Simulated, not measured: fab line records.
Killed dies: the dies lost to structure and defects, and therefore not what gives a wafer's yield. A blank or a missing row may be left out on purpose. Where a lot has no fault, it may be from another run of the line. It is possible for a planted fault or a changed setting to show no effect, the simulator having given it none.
Struck lot and sound lot, side by side ; flow sky130 ; 16 steps out of a route of 708
Sound: wafers L112.1, L112.5, L112.6. The struck wafers were L119.1, L119.3, L119.5. The cause is given at the end.
Order at every step that has rows: each side's tool, ch and its chambers, its first start. Under that, the readings that differ: sound wafers ; struck wafers ; difference of the means ; sigmas: that difference in standard deviations of wafers without a fault.
alike: words and numbers the same on both sides, and readings whose means are apart by under 2 such deviations; not compared: readings that were withheld, readings missing a value for some wafer, numbers with overlapping values and no deviation given by the record, and bounds like >300 which may hide the same value.
Wherever a step has rows on one side only, a row that says differs or no value, or a row with sigmas, the two part there. Numbers that have no deviation but don't overlap get no sigmas and don't part them. A reading missing from all wafers of one side parts the sides only when that side holds two or more wafers.

first, 3 steps without rows for these wafers: SKY_SONOS_TUNNEL_EXPOSE_04 (exposes mask TUNM, target cd 410 nm); SKY_SONOS_TUNNEL_PEB_05; SKY_SONOS_TUNNEL_DEVELOP_06 (develop time 60 s).
SKY_SONOS_TUNNEL_CD_MEAS_07: target cd 410 nm.
  sound on cd-sem-01, day 13 01:37; struck on cd-sem-02, day 15 09:10
reading;sound;struck;difference;sigmas
cd-nm (nm);413.1 413.3 412.8;405.7 411.4 408.0;-4.7;-2
SKY_SONOS_TUNNEL_OVL_MEAS_08:
  sound on overlay-01, day 13 01:44; struck on overlay-02, day 15 09:17
  alike: SONOS_TUNNEL_OVL
then, 3 steps without rows for these wafers: SKY_SONOS_TUNNEL_IMPLANT_09; SKY_SONOS_TUNNEL_WET_ETCH_10 (etches SiO2 in dHF, target depth 14 nm, time 280 s); SKY_SONOS_TUNNEL_STRIP_11 (strips in SPM, time 600 s).
SKY_SONOS_TUNNEL_TW_MEAS_12:
  sound on film-metro-04, day 13 02:11; struck on film-metro-03, day 15 09:44
  alike: SONOS_TUNNEL_TW
then, 2 steps without rows for these wafers: SKY_SONOS_TUNNEL_CLEAN_13 (cleans in dHF, time 20 s); SKY_SONOS_ONO_OXIDATION_00 (stabilise 600 s, purge 300 s, target thk 2.6 nm).
SKY_SONOS_ONO_THK_MEAS_01:
  sound on film-metro-03, day 13 05:34; struck on film-metro-01, day 15 12:14
  alike: SONOS_ONO_OXIDATION_THK
SKY_SONOS_ONO_CVD_02: deposits Si3N4 from DCS/NH3, target thk 10.5 nm, time 180 s.
  sound on lpcvd-02 ch 0, day 13 07:16; struck on lpcvd-02 ch 1, day 15 12:48
reading;sound;struck;difference;sigmas
model.Si3N4_of_SONOS_ONO_CVD_02.thk-nm (nm);10.5 10.59 10.52;8.234 8.384 8.445;-2.182;
SKY_SONOS_ONO_THK_MEAS_03:
  sound on film-metro-02, day 13 08:19; struck on film-metro-03, day 15 13:51
reading;sound;struck;difference;sigmas
SONOS_ONO_CVD_02_THK (nm);10.54 10.56 10.51;8.21 8.36 8.42;-2.21;-17
then, 1 step without rows for these wafers: SKY_SONOS_ONO_CVD_04 (deposits SiO2 from SiH4/N2O, target thk 5.7199 nm).
-- here the record skips 34 days between the struck wafers' starts before and after, leaving off in module SONOS_ONO and picking up in module PAD_OPEN (first step shown: number 708 of the route) --
SKY_PAD_OPEN_PROBE_99:
  sound on prober-01, day 47 07:22; struck on prober-02, day 49 08:19
reading;sound;struck;difference;sigmas
killed-at-other;0 0 7;1 1 0;-2;-2
model.etest.sonos-uncharged.r-on-ohm-um;799.8 791.3 791.4;784.6 764.5 762.8;-23.5;
model.etest.cap-ono.gate-log10-a-cm2;-7.812 -7.908 -7.736;-6.593 -6.591 -6.731;+1.180;
model.etest.cap-ono.gate-bv-v (V);16.05 16.42 15.96;15.2 15.38 15.32;-0.8;
model.etest.cap-ono.tox-acc-nm (nm);12.82 12.84 12.67;11.9 11.88 11.9;-0.9;
model.etest.sonos-programmed.vt-v (V);1.504 1.396 1.518;1.821 1.822 1.796;+0.340;
model.etest.sonos-erased.vt-v (V);-2.298 -2.325 -2.398;-2.469 -2.519 -2.524;-0.164;
model.etest.sonos-baked.vt-less-v (V);-0.5771 -0.4863 -0.5177;-0.747 -0.7143 -0.696;-0.192;
  alike: killed_at_M0_to_M3, killed_at_M4_up, killed-at-contacts, killed-at-front-end, killed-dies, killed-open, killed-short
  not compared: model.etest.sonos-erased.drive-ua-um

## WHERE THEY PART
At SKY_SONOS_TUNNEL_CD_MEAS_07 first; at SKY_PAD_OPEN_PROBE_99 last (within this record only).

WHY: what had been put in by the simulator
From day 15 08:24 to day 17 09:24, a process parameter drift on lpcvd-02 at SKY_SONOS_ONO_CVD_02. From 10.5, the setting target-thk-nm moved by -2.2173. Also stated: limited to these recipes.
